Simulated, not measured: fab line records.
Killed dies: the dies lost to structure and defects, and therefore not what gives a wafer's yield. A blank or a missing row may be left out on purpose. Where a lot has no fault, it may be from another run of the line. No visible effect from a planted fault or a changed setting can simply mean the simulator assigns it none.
fab line records -- flow sky130
record lots=6, wafers=18, last_day=49
route steps=708 shown POLY_GATE@236 LDD_N@237
lots with no fault: from the same line, run without faults
start_h: hours from the record's first day to the start of the lot's first wafer shown -- wait_h: how many hours have passed since the lot's step before this one -- " as in the row above -- L1.1+2: one row covering several wafers at once -- - either no value or no given start -- * or withheld: withheld -- < > ~ a bound
route shown NAME@n: a module of which the file shows steps, and the number in the route of the first -- usual: mean/standard deviation of fault-free wafers -- same: alike in all rows -- chamber/n: place in a boat -- sites: per-site readings -- _std_site: standard deviation of those values -- _edge_site: the outer-site mean with the inner-site mean subtracted -- radius_mm: how far each site lies from the wafer's centre -- mask NAME#n: copy n -- behind: the tool/chamber that last shaped the wafer -- hold: the reason the lot was held/the length of the hold in hours/how it ended -- device: whichever transistor did not switch (one of n, p or np) -- end of line: at the end of the route, the tests of the same wafers -- a step without rows: its recipe alone -- killed: the dies lost at the first sort to structure and to defects; this is not the yield of the wafer -- map: the dies of a wafer, with x for killed, . for not killed, _ for no die there
set.NAME: setting as actually run; set.NAME@STEP: the setting as run at that earlier step -- model.NAME: the simulator's own value behind a step, which no gauge read
a table for each step, a row for each wafer; lots at some steps of the route
services: the hour from which a tool's chamber was out of use, counted from the record's first day as start_h (under 0 if before that day), plus the number of hours and why
## steps
# step SKY_POLY_GATE_CD_MEAS_22
# usual cd_nm=151/3.1
lot.wafer,tool,chamber,start_h,wait_h,cd_nm
L460.1,cd_sem-01,-,367.22,0.1,147
L460.4,cd_sem-01,-,367.22,0.1,147
L460.5,cd_sem-01,-,367.22,0.1,151
L469.1,cd_sem-02,-,464.27,0.1,158
L469.3,cd_sem-02,-,464.27,0.1,155
L469.6,cd_sem-02,-,464.27,0.1,153
L471.3,cd_sem-01,-,474.60,0.1,149
L471.4,cd_sem-01,-,474.60,0.1,150
L471.5,cd_sem-01,-,474.60,0.1,151
L473.3,cd_sem-01,-,486.54,0.1,152
L473.4,cd_sem-01,-,486.54,0.1,148
L473.5,cd_sem-01,-,486.54,0.1,146
L476.1,cd_sem-01,-,507.19,0.1,155
L476.4,cd_sem-01,-,507.19,0.1,149
L476.5,cd_sem-01,-,507.19,0.1,153
L480.3,cd_sem-02,-,547.45,0.1,150
L480.4,cd_sem-02,-,547.45,0.1,144
L480.5,cd_sem-02,-,547.45,0.1,151
# step SKY_LDD_N_DEHYDRATE_00
# recipe temp_c=200, time_s=60
# step SKY_LDD_N_HMDS_01
# recipe prime_time_s=60, prime_temp_c=120
# step SKY_LDD_N_COAT_02
# recipe resist=NOVOLAK, spin_rpm=3000, resist_thk_nm=300
# step SKY_LDD_N_SOFTBAKE_03
# recipe temp_c=90, time_s=60, resist=NOVOLAK
# step SKY_LDD_N_EXPOSE_04
# recipe mask_id=NTM, target_cd_nm=840, na=0.6, source_shape=conventional, sigma_outer=0.6, dose_mj=110
# step SKY_LDD_N_PEB_05
# recipe temp_c=withheld, time_s=*, resist=NOVOLAK
# step SKY_LDD_N_DEVELOP_06
# recipe develop_time_s=60, dev_temp_c=23
# step SKY_LDD_N_OVL_MEAS_07
# usual LDD_N_OVL=0.3/1.4
lot.wafer,tool,chamber,start_h,wait_h,LDD_N_OVL[nm]
L460.1,overlay-02,-,395.69,0.1,1.7
L460.4,overlay-02,-,395.69,0.1,2.5
L460.5,overlay-02,-,395.69,0.1,1.2
L469.1,overlay-01,-,495.33,0.1,-1.5
L469.3,overlay-01,-,495.33,0.1,-1.5
L469.6,overlay-01,-,495.33,0.1,-1.8
L471.3,overlay-02,-,505.39,0.1,1.0
L471.4,overlay-02,-,505.39,0.1,0.5
L471.5,overlay-02,-,505.39,0.1,1.4
L473.3,overlay-01,-,516.80,0.1,-1.3
L473.4,overlay-01,-,516.80,0.1,-0.9
L473.5,overlay-01,-,516.80,0.1,-0.1
L476.1,overlay-01,-,537.03,0.1,1.0
L476.4,overlay-01,-,537.03,0.1,-0.5
L476.5,overlay-01,-,537.03,0.1,2.0
L480.3,overlay-02,-,576.50,0.1,0.0
L480.4,overlay-02,-,576.50,0.1,0.4
L480.5,overlay-02,-,576.50,0.1,-1.7
# step SKY_LDD_N_IMPLANT_08
# recipe species=As, energy_kev=20, dose_cm2=7.5e+13, tilt_deg=withheld, rotation_deg=23
# step SKY_LDD_N_IMPLANT_09
# recipe species=As, energy_kev=20, dose_cm2=7.611e+13, tilt_deg=withheld, rotation_deg=113
# step SKY_LDD_N_IMPLANT_10
# recipe species=As, energy_kev=20, dose_cm2=7.5e+13, tilt_deg=withheld, rotation_deg=203
# step SKY_LDD_N_IMPLANT_11
# recipe species=As, energy_kev=20, dose_cm2=7.5e+13, tilt_deg=withheld, rotation_deg=293
# usual dose_ions_cm2=7.5e+13/8.4e+10, faraday_current_uA=423/8.4
lot.wafer,tool,chamber,start_h,wait_h,dose_ions_cm2,faraday_current_uA
L460.1,implanter-03,0,396.17,0.1,7.486e+13,409
L460.4,implanter-03,0,396.17,0.1,7.492e+13,423
L460.5,implanter-03,0,396.17,0.1,7.498e+13,432
L469.1,implanter-02,0,495.82,0.1,7.495e+13,420
L469.3,implanter-02,0,495.82,0.1,7.5e+13,407
L469.6,implanter-02,0,495.82,0.1,7.502e+13,421
L471.3,implanter-02,0,505.92,0.1,8.028e+13,455
L471.4,implanter-02,0,505.92,0.1,8.032e+13,451
L471.5,implanter-02,0,505.92,0.1,8.018e+13,453
L473.3,implanter-02,0,517.32,0.1,8.016e+13,469
L473.4,implanter-02,0,517.32,0.1,8.029e+13,450
L473.5,implanter-02,0,517.32,0.1,8.028e+13,454
L476.1,implanter-04,0,537.52,0.1,7.512e+13,434
L476.4,implanter-04,0,537.52,0.1,7.491e+13,419
L476.5,implanter-04,0,537.52,0.1,7.5e+13,432
L480.3,implanter-03,0,577.02,0.1,7.503e+13,416
L480.4,implanter-03,0,577.02,0.1,7.508e+13,430
L480.5,implanter-03,0,577.02,0.1,7.51e+13,417
# step SKY_LDD_N_IMPLANT_12
# recipe species=BF2, energy_kev=50, dose_cm2=5e+12, tilt_deg=30, rotation_deg=0
## services
tool,chamber,start_h,hours,kind
implanter-02,-,415.26,4.2,pm
implanter-02,-,429.72,6.3,repair
implanter-02,-,431.14,1.3,repair
implanter-02,-,463.64,3.2,repair
implanter-03,-,539.05,1.6,repair
implanter-02,-,559.04,4.7,repair
## key
first_sign step=SKY_LDD_N_IMPLANT_11, reading=dose_ions_cm2, direction=up, sigmas=62, usual=*, struck=*
effect step=SKY_LDD_N_IMPLANT_11, reading=faraday_current_uA, direction=up, sigmas=3.9, usual=423, struck=455
met_at SKY_LDD_N_IMPLANT_11
struck_wafers L471.3,L471.4,L471.5,L473.3,L473.4,L473.5
tester_left_out L471,L473
onset_between 495.82 505.92
fault kind=process_parameter_drift, tool=implanter-02, chamber=-, onset_h=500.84, steps=SKY_LDD_N_IMPLANT_11, channel=dose_cm2, offset=*, shape=step, end_h=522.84, acts_in=*, stated=*
# tester_left_out: of these lots the tester's yield and bins aren't shown, on N5 and GAA mostly nor the transistor test; their killed dies are dies lost to structure and defects alone, not to doping, threshold or leakage, so they don't give the yield
